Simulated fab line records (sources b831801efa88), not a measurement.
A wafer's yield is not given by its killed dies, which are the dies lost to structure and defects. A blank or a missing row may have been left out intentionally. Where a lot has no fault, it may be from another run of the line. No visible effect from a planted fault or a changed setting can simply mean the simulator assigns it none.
2 desks looking at one fault -- flow gf180mcu -- what lay behind the numbers comes last; until then each desk has only its own

== DESK OF THE TOOL OWNER: rie-metal-03 ==
The tool's own readings at GF_M2_METAL_ETCH_16 (etches the open film in Cl2/BCl3, stops on SiO2, target depth 627.5 nm, time 104.6 s): means of the sampled wafers that have a number, for each lot that ran on this tool. Any lot whose mean is over 4 standard deviations away from the usual mean is out of limits and marked OUT; that distance is given in the brackets.
Columns: A = bias-w at GF_M2_METAL_ETCH_16, usual 139.9 W; B = drypump-motor-current-A at GF_M2_METAL_ETCH_16, usual 6.05 A; C = oes-product-au at GF_M2_METAL_ETCH_16, usual 0.972 a.u.; D = rf-fwd-power-W at GF_M2_METAL_ETCH_16, usual 795.8 W; E = throttle-valve-pct at GF_M2_METAL_ETCH_16, usual 28.250 %
lot,first seen here,A,B,C,D,E
L485,day 20 05:55,140.2,5.78,0.975,796.4,28.246
L487,day 21 05:34,139.6,5.91,0.978,796.5,28.246
L491,day 22 16:35,140.2,5.66,0.972,797.6,28.247
L496,day 24 04:16,139.9,5.90,0.971,796.6,28.251
L499,day 25 13:25,145.2 (+12) OUT,5.79,0.972,797.7,28.248
L500,day 25 16:13,142.6 (+6.0) OUT,5.90,0.963,797.4,28.260
Finding of this desk: L499, L500 out of limits; the first was L499 at day 25 13:25, on bias-w at GF_M2_METAL_ETCH_16. Within limits: L485, L487, L491, L496.

== THE METROLOGY DESK ==
What the gauges read for every lot (on any tool): the sampled wafers with a number, averaged. Any lot whose mean is over 4 standard deviations away from the usual mean is out of limits and marked OUT; that distance is given in the brackets.
Columns: A = V2_BOW at GF_V2_BOW_MEAS_05, usual 100 um
lot,first seen here,A
L482,day 19 06:15,98
L483,day 19 17:18,93
L484,day 20 04:29,107
L485,day 20 07:07,97
L486,day 20 23:02,111
L487,day 21 06:53,93
L491,day 22 17:52,110
L496,day 24 05:28,100
L499,day 25 14:38,95
L500,day 25 17:25,92
L503,day 26 12:36,116
L504,day 26 23:10,99
This desk's verdict: no lot among the 12 shows anything out of limits.

== ALL TOGETHER ==
An alarm could have come from the tool owner's desk at day 25 13:25, on L499, L500.
The metrology desk saw nothing out of limits.
The metrology desk has L499, L500 on record, within its limits.
The lots listed all ran GF_M2_METAL_ETCH_16 on rie-metal-03.

== WHAT THE SIMULATOR HAD INSERTED ==
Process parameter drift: rie-metal-03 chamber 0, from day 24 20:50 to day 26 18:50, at GF_M2_METAL_ETCH_16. The setting bias-w was moved by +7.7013, starting from 140. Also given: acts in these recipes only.
Struck lots among those shown: L499, L500.
Time in hours from fault onset to the first out-of-limits reading at each desk: the tool owner's desk, 17.
